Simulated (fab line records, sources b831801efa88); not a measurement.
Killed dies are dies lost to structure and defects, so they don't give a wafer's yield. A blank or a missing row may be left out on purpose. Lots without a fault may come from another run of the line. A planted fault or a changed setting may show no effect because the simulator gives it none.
A struck lot beside a sound one | flow sky130 | 43 steps out of a route of 708
Sound: wafers L302.3, L302.4, L302.6. Struck: wafers L310.2, L310.4, L310.5. The cause comes at the end.
At each step with rows: each side's tool, then ch and its chambers, then its first start. Under that, the readings that differ: sound wafers | struck wafers | difference of the means | sigmas: that difference in standard deviations of wafers without a fault.
alike: readings whose means differ by less than 2 such deviations, and words and numbers that are the same on both sides. not compared: withheld readings, readings that some wafer has no value for, bounds like >300 that may hide the same value, and numbers for which the record gives no deviation and whose values overlap.
The two part at a step that has a row with sigmas, a row that says differs or no value, or rows on one side only. Numbers that don't overlap but have no deviation are shown without sigmas and don't part them. A reading that every wafer of one side lacks parts them only if that side has two wafers or more.

SKY_FIELD_ISO_THK_MEAS_02:
  sound on film_metro-04, day 1 12:20; struck on film_metro-03, day 3 04:52
  alike: FIELD_ISO_OXIDATION_00_THK
then, 1 step without rows for these wafers: SKY_FIELD_ISO_CVD_03 (deposits Si3N4 from DCS/NH3, target thk 165 nm, time 2830 s).
SKY_FIELD_ISO_THK_MEAS_04:
  sound on film_metro-03, day 1 17:27; struck on film_metro-04, day 3 12:49
  alike: FIELD_ISO_CVD_03_THK
then, 8 steps without rows for these wafers: SKY_FIELD_ISO_DEHYDRATE_05 (time 60 s); SKY_FIELD_ISO_HMDS_06 (prime time 60 s); SKY_FIELD_ISO_COAT_07 (resist thk 60 nm); SKY_FIELD_ISO_COAT_08 (resist thk 450 nm); SKY_FIELD_ISO_SOFTBAKE_09 (time 90 s); SKY_FIELD_ISO_EXPOSE_10 (exposes mask FOM, target cd 150 nm); SKY_FIELD_ISO_PEB_11; SKY_FIELD_ISO_DEVELOP_12 (develop time 60 s).
SKY_FIELD_ISO_CD_MEAS_13: target cd 150 nm.
  sound on cd_sem-02, day 2 08:23; struck on cd_sem-01, day 4 05:54
  alike: cd_nm
SKY_FIELD_ISO_ETCH_14: etches BARC in N2/H2, stops on SiO2, time 45.9 s, target depth 60 nm.
  sound on rie_diel-03 ch 0,2,3, day 2 08:28; struck on rie_diel-03 ch 0,1,3, day 4 06:00
  alike: drypump_motor_current_A, h2_flow_sccm, oes_product_au, throttle_valve_pct
  not compared: rf_hours_counter_h
SKY_FIELD_ISO_ETCH_15: etches the open film in CHF3/O2, stops on Si, target depth 180 nm, time 72 s.
  sound on rie_diel-03 ch 0,2,3, day 2 08:30; struck on rie_diel-03 ch 0,1,3, day 4 06:02
  alike: O2_flow_sccm, drypump_motor_current_A, oes_product_au, throttle_valve_pct
  not compared: rf_hours_counter_h
SKY_FIELD_ISO_STRIP_16: strips in O2/N2.
  sound on plasma_asher-03 ch 0,1, day 2 08:35; struck on plasma_asher-03 ch 0,1, day 4 06:06
  alike: drypump_motor_current_A, oes_product_au, strip_time_to_endpoint_s
  not compared: rf_hours_counter_h
SKY_FIELD_ISO_ETCH_17: etches Si in HBr/Cl2/O2, target depth 342 nm, time 97.7 s.
  sound on rie_si-02 ch 1,2,3, day 2 08:40; struck on rie_si-01 ch 0,1, day 4 06:12
  alike: O2_flow_sccm, drypump_motor_current_A, he_backside_leak_sccm, mfc_cl2_sccm, oes_product_au, throttle_valve_pct
  not compared: rf_hours_counter_h
then, 5 steps without rows for these wafers: SKY_FIELD_ISO_WET_ETCH_18 (etches Si3N4 in H3PO4, target depth 25 nm, time 286 s); SKY_FIELD_ISO_CLEAN_19 (cleans in SC1/SC2, time 150 s); SKY_FIELD_ISO_CLEAN_20 (cleans in dHF, time 20 s); SKY_FIELD_ISO_WET_ETCH_21 (etches SiO2 in dHF, target depth 20 nm, time 400 s); SKY_FIELD_ISO_OXIDATION_22 (stabilise 600 s, purge 300 s, target thk 10 nm).
SKY_FIELD_ISO_THK_MEAS_23:
  sound on film_metro-03, day 2 10:23; struck on film_metro-04, day 4 09:22
  alike: FIELD_ISO_OXIDATION_01_THK
then, 1 step without rows for these wafers: SKY_FIELD_ISO_CVD_24 (deposits SiO2, target thk 595 nm, time 99.2 s).
SKY_FIELD_ISO_THK_MEAS_25:
  sound on film_metro-04, day 2 10:31; struck on film_metro-01, day 4 09:34
  alike: FIELD_ISO_CVD_24_THK
then, 1 step without rows for these wafers: SKY_FIELD_ISO_ANNEAL_26 (time 1800 s).
SKY_FIELD_ISO_CMP_27: polishes, stops on Si3N4, t overpolish 16 s, target thk 457.8 nm.
  sound on cmp-02 ch 0,1,2, day 2 12:07; struck on cmp-02 ch 0,1,2, day 4 12:10
  alike: motor_current_A, overpolish_run_s, slurry_filter_dp_kPa, time_to_endpoint_s
then, 5 steps without rows for these wafers: SKY_FIELD_ISO_WET_ETCH_28 (etches SiO2 in dHF, target depth 23.7 nm, time 47 s); SKY_FIELD_ISO_WET_ETCH_29 (etches Si3N4 in H3PO4, target depth 160 nm, time 1825 s); SKY_FIELD_ISO_WET_ETCH_30 (etches SiO2 in dHF, target depth 25 nm, time 50 s); SKY_NWELL_CLEAN_00 (cleans in SC1/SC2, time 150 s); SKY_NWELL_OXIDATION_01 (stabilise 600 s, purge 300 s, target thk 10 nm).
SKY_NWELL_THK_MEAS_02:
  sound on film_metro-04, day 2 15:23; struck on film_metro-03, day 4 16:27
  reading                  | sound             | struck         | difference | sigmas
  NWELL_OXIDATION_THK (nm) | 10.17 10.24 10.21 | 9.75 9.64 9.91 | -0.44      | -2
then, 8 steps without rows for these wafers: SKY_DNWELL_DEHYDRATE_00 (time 60 s); SKY_DNWELL_HMDS_01 (prime time 60 s); SKY_DNWELL_COAT_02 (resist thk 3000 nm); SKY_DNWELL_SOFTBAKE_03; SKY_DNWELL_EXPOSE_04 (exposes mask DNM, target cd 3000 nm); SKY_DNWELL_PEB_05; SKY_DNWELL_DEVELOP_06 (develop time 60 s); SKY_DNWELL_IMPLANT_07.
SKY_DNWELL_STRIP_08: strips in O2/N2.
  sound on plasma_asher-03 ch 0,1, day 3 06:49; struck on plasma_asher-04 ch 0,1, day 5 09:19
  alike: drypump_motor_current_A, oes_product_au, strip_time_to_endpoint_s
  not compared: rf_hours_counter_h
SKY_DNWELL_TW_MEAS_09:
  sound on film_metro-02, day 3 06:55; struck on film_metro-02, day 5 09:25
  alike: DNWELL_TW
-- the record jumps here: 43 days lie between the struck wafers' starts before and after (it left off in module DNWELL and takes up again in module PAD_OPEN, whose first step shown is number 708 of the route) --
SKY_PAD_OPEN_PROBE_99:
  sound on prober-02, day 45 14:01; struck on prober-01, day 48 06:05
  reading             | sound    | struck      | difference | sigmas
  killed_at_front_end | 12 15 7  | 59 66 49    | +47        | +11
  killed_dies         | 69 78 70 | 131 134 122 | +57        | +6
  alike: killed_at_M0_to_M3, killed_at_M4_up, killed_at_contacts, killed_at_other, killed_open, killed_short

WHERE THEY PART
First at SKY_NWELL_THK_MEAS_02; last, within this record, at SKY_PAD_OPEN_PROBE_99.

WHY: what the simulator had put in
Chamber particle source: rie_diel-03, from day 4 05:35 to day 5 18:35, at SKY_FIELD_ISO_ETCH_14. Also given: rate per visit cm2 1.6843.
